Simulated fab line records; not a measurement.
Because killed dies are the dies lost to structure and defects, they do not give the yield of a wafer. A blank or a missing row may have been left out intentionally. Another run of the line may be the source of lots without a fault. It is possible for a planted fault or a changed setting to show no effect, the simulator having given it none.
Struck lot and sound lot, side by side -- flow gf180mcu -- 19 steps out of a route of 602
Sound: these wafers, L710.1, L710.2, L710.6. Wafers L729.2, L729.3, L729.6 were the ones struck. The cause is given at the end.
Order at every step that has rows: each side's tool, ch and its chambers, its first start. Under that, the readings that differ: sound wafers -- struck wafers -- difference of the means -- sigmas: that difference in standard deviations of wafers without a fault.
alike: readings whose means differ by less than 2 such deviations, and words and numbers that are the same on both sides. not compared: withheld readings, readings that some wafer has no value for, bounds like >300 that may hide the same value, and numbers for which the record gives no deviation and whose values overlap.
A row with sigmas, a row that says differs or no value, or rows on one side alone: a step with any of these is where the two part. Numbers that don't overlap but have no deviation are shown without sigmas and don't part them. A reading missing from all wafers of one side parts the sides only when that side holds two or more wafers.

first, 2 steps without rows for these wafers: GF_M3_CLEAN_19 (cleans in DIW); GF_V3_CVD_00 (deposits SiO2, target thk 600 nm, time 100 s).
GF_V3_THK_MEAS_01:
  struck on film-metro-04, day 28 07:10; sound on film-metro-01, day 22 07:16
  alike: V3_CVD_00_THK
GF_V3_CVD_02: deposits SiO2 from TEOS, target thk 850 nm, time 94.851 s.
  sound on pecvd-02 ch 1,2, day 22 07:20; struck on pecvd-04 ch 0,1,2, day 28 07:13
  alike: heater-power-w
GF_V3_THK_MEAS_03:
  struck on film-metro-02, day 28 07:18; sound on film-metro-04, day 22 07:24
  alike: V3_CVD_02_THK
GF_V3_CMP_04: polishes SiO2.
  sound on cmp-01 ch 1,2,3, day 22 07:34; struck on cmp-01 ch 0,1,3, day 28 07:24
  alike: motor-current-A, time-to-endpoint-s
GF_V3_BOW_MEAS_05:
  struck on film-metro-04, day 28 07:40; sound on film-metro-02, day 22 07:46
  alike: V3_BOW
then, 5 steps without rows for these wafers: GF_V3_DEHYDRATE_06 (time 60 s); GF_V3_HMDS_07 (prime time 60 s); GF_V3_COAT_08; GF_V3_COAT_09 (resist thk 1000 nm); GF_V3_SOFTBAKE_10 (time 60 s).
GF_V3_EXPOSE_11: exposes mask Via3, target cd 260 nm.
  sound on krf-scanner-01 ch 0, day 22 19:37; struck on krf-scanner-01 ch 0, day 28 17:28
reading,sound,struck,difference,sigmas
model.V3.overlay-x-nm (nm),3.506 3.506 3.506,54.65 54.65 54.65,+51.14,
  alike: mask
then, 2 steps without rows for these wafers: GF_V3_PEB_12 (peb time 90 s); GF_V3_DEVELOP_13 (develop time 60 s).
GF_V3_CD_MEAS_14 targets a cd of 260 nm.
  struck on cd-sem-01, day 29 03:06; sound on cd-sem-02, day 23 07:16
  alike: cd-nm
GF_V3_OVL_MEAS_15:
  struck on overlay-01, day 29 03:12; sound on overlay-01, day 23 07:23
reading,sound,struck,difference,sigmas
V3_OVL (nm),8 5 3,59 59 53,+52,+9
GF_V3_ETCH_16: etches BARC in N2/H2.
  sound on rie-diel-04 ch 0,2, day 23 07:25; struck on rie-diel-02 ch 2,3, day 29 03:14
  alike: drypump-motor-current-A, oes-product-au, throttle-valve-pct
next, for these wafers, 1 step has no rows: GF_PASSIVATION_PROBE_99.

## WHERE THEY PART
GF_V3_OVL_MEAS_15 only, going by this record. Later steps at which nothing parts them and some readings are alike: GF_V3_ETCH_16.

WHY: what had been put in by the simulator
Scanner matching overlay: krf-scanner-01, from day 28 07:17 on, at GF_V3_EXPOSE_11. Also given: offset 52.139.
